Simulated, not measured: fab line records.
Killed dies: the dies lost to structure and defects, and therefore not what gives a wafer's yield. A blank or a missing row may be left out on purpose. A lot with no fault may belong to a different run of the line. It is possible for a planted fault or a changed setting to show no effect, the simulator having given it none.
fab line records    flow sky130
record: lots: 14  wafers: 42  last_day: 50
route steps=708 shown LOCAL_INTERCONNECT@402 METAL1@434 METAL2@499 VIA2@521
lots that met no fault: taken from a fault-free run of the same line
start_h: the number of hours between the record's first day and the start of the first shown wafer of the lot    wait_h: hours since the lot's step before    " repeats the value in the row above    L1.1+2: several wafers, shown together as one row    - no value present, or no start provided    * or withheld: withheld    < > ~ a bound
route shown NAME@n: names a module that has steps shown in the file, with the first one's number in the route    usual: average and standard deviation across the fault-free wafers    same: alike in all rows    chamber/n: place in a boat    sites: readings site by site    _std_site: standard deviation across them    _edge_site: the outer-site mean with the inner-site mean subtracted    radius_mm: for every site, how far away it sits from the centre of the wafer    mask NAME#n: copy n    behind: the most recent tool/chamber to have shaped the wafer    hold: why the lot was held/for how many hours/how that ended    device: which transistor (n, p or np) failed to switch    end of line: the tests these same wafers got at the end of their route    a step with no rows: only its recipe    killed: at the first sort, the dies lost to defects and structure; wafer yield is something else    map: a wafer's dies, x killed, . not, _ none there
set.NAME: the setting as run; set.NAME@STEP: as run at that earlier step    model.NAME: the simulator's own value behind a step, which no gauge read
one table for each step of the route and one row for each wafer, over a sample of lots
services: from which hour (start_h, from the record's first day; less than 0 if before it) a tool's chamber was out of use, for how many hours, and why
== steps ==
step: SKY_LOCAL_INTERCONNECT_STRIP_15
recipe: chemistry: O2/N2  power_w: 1400  pressure_mtorr: 1500  platen_temp_c: withheld  o2_flow_sccm: 3000  n2_flow_sccm: 300  overash_fraction: 0.5
usual: drypump_motor_current_A: 5.3/0.38  oes_product_au: 0.425/0.0046  strip_time_to_endpoint_s: 4.694/0.028
lot.wafer  tool             chamber  start_h  wait_h  drypump_motor_current_A  oes_product_au  rf_hours_counter_h  strip_time_to_endpoint_s
L367.2     plasma_asher-01  1        713.17   0.0     5.4                      0.429           61                  4.687
L367.4     "                1        "        "       5.4                      0.425           -                   4.697
L367.5     "                1        "        "       5.4                      0.429           -                   4.696
L370.2     plasma_asher-02  0        737.68   0.1     5.2                      0.432           29                  4.727
L370.3     "                0        "        "       5.2                      0.427           -                   4.738
L370.6     "                0        "        "       5.2                      0.430           -                   4.745
L371.1     plasma_asher-02  1        741.92   0.0     5.1                      0.425           29                  4.705
L371.2     "                0        "        "       5.2                      0.420           29                  4.703
L371.6     "                0        "        "       5.2                      0.427           -                   4.734
L372.3     plasma_asher-02  0        764.80   0.1     5.2                      0.427           -                   4.687
L372.4     "                1        "        "       5.1                      0.426           -                   4.704
L372.5     "                1        "        "       5.1                      0.416           -                   4.664
L373.1     plasma_asher-04  0        767.82   0.0     4.8                      0.422           2                   4.683
L373.2     "                1        "        "       6.1                      0.428           2                   4.727
L373.5     "                0        "        "       4.8                      0.434           -                   4.728
L379.2     plasma_asher-02  1        804.47   0.0     5.1                      0.427           36                  4.679
L379.3     "                0        "        "       5.2                      0.422           -                   4.667
L379.5     "                0        "        "       5.2                      0.427           -                   4.673
L381.2     plasma_asher-04  1        825.29   0.0     6.1                      0.424           8                   4.678
L381.5     "                0        "        "       4.8                      0.423           -                   4.654
L381.6     "                1        "        "       6.1                      0.416           -                   4.659
L382.1     plasma_asher-04  1        825.87   0.0     6.1                      0.428           8                   4.709
L382.2     "                0        "        "       4.8                      0.431           8                   4.724
L382.5     "                1        "        "       6.1                      0.422           -                   4.694
L383.4     plasma_asher-02  1        827.08   0.1     5.1                      0.421           -                   4.703
L383.5     "                0        "        "       5.2                      0.416           -                   4.670
L383.6     "                1        "        "       5.1                      0.422           -                   4.717
L384.1     plasma_asher-02  0        835.27   0.0     5.2                      0.431           39                  4.666
L384.4     "                1        "        "       5.1                      0.429           -                   4.682
L384.5     "                1        "        "       5.1                      0.424           -                   4.682
L386.1     plasma_asher-04  1        860.42   0.1     6.1                      0.424           13                  4.700
L386.4     "                1        "        "       6.1                      0.421           -                   4.705
L386.5     "                0        "        "       4.8                      0.429           -                   4.708
L387.2     plasma_asher-04  1        861.67   0.0     6.1                      0.429           13                  4.644
L387.5     "                1        "        "       6.1                      0.426           -                   4.704
L387.6     "                0        "        "       4.8                      0.422           -                   4.653
L388.2     plasma_asher-02  0        873.07   0.0     5.2                      0.418           44                  4.659
L388.3     "                0        "        "       5.2                      0.417           -                   4.644
L388.6     "                0        "        "       5.2                      0.423           -                   4.641
L390.1     plasma_asher-02  1        883.60   0.0     5.2                      0.428           46                  4.659
L390.3     "                0        "        "       5.2                      0.426           -                   4.675
L390.4     "                1        "        "       5.1                      0.438           -                   4.672
step: SKY_METAL1_SPUTTER_00
recipe: material: Ti  target_thk_nm: 15  power_w: 3000  time_s: 10  chamber_pressure_pa: 0.4
usual: cathode_dc_power_W: 3000.0/0.55  chamber_pressure_pa: 0.4001/0.00073  throttle_valve_pct: 29.9/1
lot.wafer  tool            chamber  start_h  wait_h  cathode_dc_power_W  chamber_pressure_pa  throttle_valve_pct
L367.2     pvd_sputter-01  -        744.03   0.1     3000.2              0.4008               30.8
L367.4     "               -        "        "       2999.4              0.3996               30.9
L367.5     "               -        "        "       3000.3              0.4002               31.0
L370.2     pvd_sputter-04  -        767.65   0.2     3000.1              0.4004               31.9
L370.3     "               -        "        "       2999.6              0.3999               29.9
L370.6     "               -        "        "       3000.3              0.4006               29.6
L371.1     pvd_sputter-01  -        771.17   0.1     2999.3              0.3999               31.2
L371.2     "               -        "        "       2999.5              0.3989               29.3
L371.6     "               -        "        "       3001.2              0.3988               29.3
L372.3     pvd_sputter-04  -        794.88   0.1     -                   -                    -
L372.4     "               -        "        "       -                   -                    -
L372.5     "               -        "        "       -                   -                    -
L373.1     pvd_sputter-03  -        797.36   0.1     -                   -                    -
L373.2     "               -        "        "       -                   -                    -
L373.5     "               -        "        "       -                   -                    -
L379.2     pvd_sputter-03  -        834.28   0.1     3000.3              0.3987               30.7
L379.3     "               -        "        "       2999.8              0.3993               29.1
L379.5     "               -        "        "       3000.8              0.3996               28.7
L381.2     pvd_sputter-03  -        854.43   0.1     2999.6              0.3997               30.9
L381.5     "               -        "        "       2999.6              0.3994               28.2
L381.6     "               -        "        "       3000.1              0.3998               28.9
L382.1     pvd_sputter-03  -        855.19   0.1     2999.8              0.3995               30.9
L382.2     "               -        "        "       3000.1              0.3995               28.7
L382.5     "               -        "        "       2999.4              0.3992               28.8
L383.4     pvd_sputter-01  -        855.63   0.2     3000.8              0.3996               31.4
L383.5     "               -        "        "       3000.1              0.4000               31.0
L383.6     "               -        "        "       3000.1              0.4007               31.0
L384.1     pvd_sputter-04  -        864.38   0.1     3000.3              0.3985               29.6
L384.4     "               -        "        "       2998.5              0.4000               31.8
L384.5     "               -        "        "       3001.0              0.4008               29.9
L386.1     pvd_sputter-01  -        888.93   0.1     3000.3              0.4011               29.4
L386.4     "               -        "        "       3000.4              0.4002               29.0
L386.5     "               -        "        "       3000.3              0.4009               31.0
L387.2     pvd_sputter-01  -        891.17   0.1     3000.1              0.3992               29.5
L387.5     "               -        "        "       3000.5              0.4012               31.0
L387.6     "               -        "        "       3000.0              0.4013               31.0
L388.2     pvd_sputter-03  -        902.30   0.1     3000.0              0.3995               29.3
L388.3     "               -        "        "       2999.6              0.4010               30.8
L388.6     "               -        "        "       3000.3              0.3997               28.2
L390.1     pvd_sputter-04  -        912.12   0.2     3000.0              0.3990               31.9
L390.3     "               -        "        "       3000.2              0.3991               30.2
L390.4     "               -        "        "       2999.7              0.4019               29.8
step: SKY_METAL2_OVL_MEAS_16
usual: METAL2_OVL: -1/6.6
lot.wafer  tool        chamber  start_h  wait_h  METAL2_OVL[nm]
L367.2     overlay-01  -        827.22   0.1     -3
L367.4     "           -        "        "       -5
L367.5     "           -        "        "       2
L370.2     overlay-02  -        850.52   0.1     -10
L370.3     "           -        "        "       -11
L370.6     "           -        "        "       -3
L371.1     overlay-02  -        853.65   0.1     -3
L371.2     "           -        "        "       -8
L371.6     "           -        "        "       -5
L379.2     overlay-01  -        916.26   0.1     1
L379.3     "           -        "        "       -2
L379.5     "           -        "        "       -4
L381.2     overlay-02  -        935.29   0.1     -6
L381.5     "           -        "        "       8
L381.6     "           -        "        "       -2
L382.1     overlay-02  -        935.72   0.1     3
L382.2     "           -        "        "       11
L382.5     "           -        "        "       6
L383.4     overlay-02  -        936.10   0.1     13
L383.5     "           -        "        "       11
L383.6     "           -        "        "       -1
L384.1     overlay-01  -        945.00   0.1     1
L384.4     "           -        "        "       13
L384.5     "           -        "        "       -7
L387.2     overlay-02  -        968.72   0.1     6
L387.5     "           -        "        "       -3
L387.6     "           -        "        "       -2
L386.1     overlay-02  -        969.12   0.1     -5
L386.4     "           -        "        "       -13
L386.5     "           -        "        "       -7
L388.2     overlay-02  -        980.56   0.1     10
L388.3     "           -        "        "       -1
L388.6     "           -        "        "       11
L390.1     overlay-01  -        990.77   0.1     -5
L390.3     "           -        "        "       0
L390.4     "           -        "        "       8
step: SKY_VIA2_ETCH_14
recipe: chemistry: N2/H2  target: BARC  ion_energy_ev: 200  source_w: 500  bias_w: 100  pressure_mtorr: 30  n2_flow_sccm: 100  h2_flow_sccm: 200  stop_on: SiO2  time_s: 45.9  target_depth_a: 600
usual: drypump_motor_current_A: 5.8/0.53  oes_product_au: 0.855/0.0051  throttle_valve_pct: 13.224/0.0083
lot.wafer  tool         chamber  start_h  wait_h  drypump_motor_current_A  oes_product_au  rf_hours_counter_h  throttle_valve_pct
L367.2     rie_diel-04  3        854.94   0.0     6.4                      0.854           16                  13.233
L367.4     "            0        "        "       5.2                      0.858           2                   13.223
L367.5     "            1        "        "       5.7                      0.861           -                   13.215
L370.2     rie_diel-01  0        877.30   0.0     5.6                      0.843           24                  13.221
L370.3     "            2        "        "       5.8                      0.854           14                  13.219
L370.6     "            0        "        "       5.6                      0.854           -                   13.233
L371.1     rie_diel-04  0        880.79   0.0     5.2                      0.855           2                   13.222
L371.2     "            3        "        "       6.4                      0.859           16                  13.231
L371.6     "            3        "        "       6.4                      0.858           -                   13.225
L379.2     rie_diel-04  1        941.85   0.0     5.7                      0.851           3                   13.236
L379.3     "            3        "        "       6.4                      0.854           18                  13.213
L379.5     "            0        "        "       5.3                      0.846           -                   13.211
L381.2     rie_diel-04  1        960.79   0.0     5.7                      0.858           4                   13.217
L381.5     "            2        "        "       6.3                      0.858           -                   13.209
L381.6     "            3        "        "       6.4                      0.863           -                   13.219
L382.1     rie_diel-03  0        961.84   0.0     5.1                      0.842           26                  13.225
L382.2     "            3        "        "       6.3                      0.858           11                  13.222
L382.5     "            3        "        "       6.3                      0.852           -                   13.226
L383.4     rie_diel-04  2        962.19   0.0     6.3                      0.851           9                   13.218
L383.5     "            3        "        "       6.4                      0.848           -                   13.222
L383.6     "            2        "        "       6.3                      0.848           -                   13.224
L384.1     rie_diel-01  0        970.34   0.0     5.6                      0.852           27                  13.224
L384.4     "            3        "        "       5.5                      0.852           10                  13.217
L384.5     "            3        "        "       5.5                      0.851           -                   13.231
L387.2     rie_diel-03  0        994.65   0.0     5.0                      0.855           27                  13.222
L387.5     "            2        "        "       6.6                      0.852           -                   13.221
L387.6     "            3        "        "       6.2                      0.846           -                   13.231
L386.1     rie_diel-01  1        995.34   0.0     4.8                      0.859           11                  13.232
L386.4     "            0        "        "       5.7                      0.860           28                  13.222
L386.5     "            2        "        "       5.8                      0.843           -                   13.230
L388.2     rie_diel-03  0        1006.19  0.0     5.0                      0.858           28                  13.239
L388.3     "            3        "        "       6.3                      0.859           13                  13.236
L388.6     "            2        "        "       6.5                      0.854           -                   13.218
L390.1     rie_diel-04  2        1015.65  0.0     6.3                      0.849           11                  13.213
L390.3     "            0        "        "       5.3                      0.862           6                   13.216
L390.4     "            1        "        "       5.7                      0.856           5                   13.212
== services ==
tool             chamber  start_h  hours  kind
rie_diel-01      1        698.49   4.3    repair
rie_diel-04      0        713.55   20.3   repair
rie_diel-04      1        715.57   38.9   repair
pvd_sputter-01   -        729.82   0.6    repair
plasma_asher-04  -        733.75   9.0    pm
rie_diel-03      1        742.85   10.0   repair
rie_diel-04      0        747.55   9.2    repair
plasma_asher-02  -        758.29   3.9    repair
plasma_asher-04  -        768.70   2.8    pm
rie_diel-04      0        817.29   3.8    repair
pvd_sputter-03   -        817.99   0.8    repair
pvd_sputter-01   -        848.94   5.2    repair
rie_diel-04      2        856.59   7.1    repair
rie_diel-04      2        871.16   2.4    repair
pvd_sputter-03   -        878.04   2.4    repair
pvd_sputter-04   -        886.75   3.0    repair
plasma_asher-02  -        900.31   1.4    repair
plasma_asher-04  -        903.98   1.1    repair
rie_diel-04      -        912.36   1.5    repair
pvd_sputter-01   -        981.03   1.2    repair
plasma_asher-04  -        985.11   4.7    repair
pvd_sputter-03   -        997.14   12.2   repair
pvd_sputter-01   -        1002.17  5.9    repair
pvd_sputter-04   -        1004.48  15.0   repair
== key ==
first_sign: step: SKY_METAL1_SPUTTER_00  reading: tool_record  direction: missing
effect none on later readings
met_at SKY_METAL1_SPUTTER_00
struck_lots L372,L373
later_rows_left_out L372.3,L372.4,L372.5,L373.1,L373.2,L373.5
sort_left_out L372.3,L372.4,L372.5,L373.1,L373.2,L373.5
not_acting_at SKY_LOCAL_INTERCONNECT_STRIP_15,SKY_METAL2_OVL_MEAS_16,SKY_VIA2_ETCH_14
onset_between 767.65 794.88
fault: kind: skipped_step_whole  tool: pvd_sputter-03,pvd_sputter-04  chamber: -  onset_h: 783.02  steps: SKY_METAL1_SPUTTER_00  scope: struck_lots_only
sort_left_out: the simulated sort isn't trusted on such a fault, so these wafers' sort isn't shown, and their yield isn't known
later_rows_left_out: the simulator's readings of these wafers behind a module that went badly wrong aren't trusted and aren't shown, but for the sort
